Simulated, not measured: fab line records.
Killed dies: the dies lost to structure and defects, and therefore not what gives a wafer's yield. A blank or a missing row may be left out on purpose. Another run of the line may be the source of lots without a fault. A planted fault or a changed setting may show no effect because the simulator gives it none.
A lot that was struck, set against a sound lot ; flow sky130 ; 15 steps out of a route of 708
Sound: these wafers, L639.3, L639.5, L639.6. Wafers L649.1, L649.2, L649.5 were the ones struck. The cause is named last.
Per side, at each step with rows, come the tool, then ch with its chambers, and then its first start. Under that, the readings that differ: sound wafers ; struck wafers ; difference of the means ; sigmas: that difference in standard deviations of wafers without a fault.
alike: a reading whose means differ by less than 2 such deviations, as well as words and numbers matching on both sides. not compared: withheld readings; readings where some wafer has no value; bounds like >300 that might hide an equal value; numbers whose values overlap and for which the record gives no deviation.
Wherever a step has rows on one side only, a row that says differs or no value, or a row with sigmas, the two part there. When numbers do not overlap yet have no deviation, they are printed without sigmas and do not part them. Lack of a reading on every wafer of one side parts them only where that side has two or more wafers.

first, 3 steps without rows for these wafers: SKY_GATE_OXIDE_CLEAN_15 (cleans in SC1/SC2, time 150 s); SKY_GATE_OXIDE_OXIDATION_16 (stabilise 600 s, purge 300 s, target thk 3.57 nm); SKY_POLY_GATE_CVD_00 (deposits poly-Si, target thk 180 nm, time 720 s).
SKY_POLY_GATE_THK_MEAS_01:
  struck on filmMetro-02, day 18 01:27; sound on filmMetro-04, day 14 08:55
reading;sound;struck;difference;sigmas
POLY_GATE_CVD_00_THK (nm);180.9 181.4 180.5;178.5 177.4 178.0;-3.0;-2
then, 8 steps without rows for these wafers: SKY_RES_PROTECT_DEHYDRATE_00 (time 60 s); SKY_RES_PROTECT_HMDS_01 (prime time 60 s); SKY_RES_PROTECT_COAT_02 (resist thk 1140 nm); SKY_RES_PROTECT_SOFTBAKE_03 (time 60 s); SKY_RES_PROTECT_EXPOSE_04 (exposes mask RPM, target cd 1270 nm); SKY_RES_PROTECT_PEB_05; SKY_RES_PROTECT_DEVELOP_06 (develop time 60 s); SKY_POLY_GATE_IMPLANT_02.
SKY_RES_PROTECT_STRIP_07: strips in O2/N2.
  sound on plasmaAsher-04 ch 0,1, day 15 11:54; struck on plasmaAsher-04 ch 0,1, day 19 08:38
  no value came back on the struck wafers for chamberPressureMTorr (mTorr), drypumpMotorCurrentA (A), oesProductAu (a.u.), stripTimeToEndpointS (s); on the sound wafers chamberPressureMTorr (mTorr) reads 1502.0 1500.5 1499.0
reading;sound;struck;difference;sigmas
model.NOVOLAK_of_RES_PROTECT_COAT_02.thkNm (nm);0 0 0;1144 1140 1137;+1140;
  not compared: rfHoursCounterH
SKY_RES_PROTECT_TW_MEAS_08:
  struck on filmMetro-03, day 19 08:44; sound on filmMetro-04, day 15 11:59
  alike: POLY_GATE_TW
-- the record jumps here: 29 days lie between the struck wafers' starts before and after (it left off in module RES_PROTECT and takes up again in module PAD_OPEN, whose first step shown is number 708 of the route) --
SKY_PAD_OPEN_PROBE_99:
  struck on prober-02, day 48 17:12; sound on prober-02, day 46 03:57
reading;sound;struck;difference;sigmas
hold;- - -;awaitDispo/3.2h/scrap awaitDispo/3.2h/scrap awaitDispo/3.2h/scrap;no value on the sound wafers;
killedAtFrontEnd;14 10 13;424 424 416;+409;+99 or more
killedDies;93 74 89;492 492 492;+407;+43
killedOnRim;22 13 16;96 96 96;+79;+20
  alike: killed_at_M0_to_M3, killed_at_M4_up, killedAtContacts, killedAtOther, killedOpen, killedShort

WHERE THEY PART
First at SKY_POLY_GATE_THK_MEAS_01; last, within this record, at SKY_PAD_OPEN_PROBE_99.

WHY: what had been put in by the simulator
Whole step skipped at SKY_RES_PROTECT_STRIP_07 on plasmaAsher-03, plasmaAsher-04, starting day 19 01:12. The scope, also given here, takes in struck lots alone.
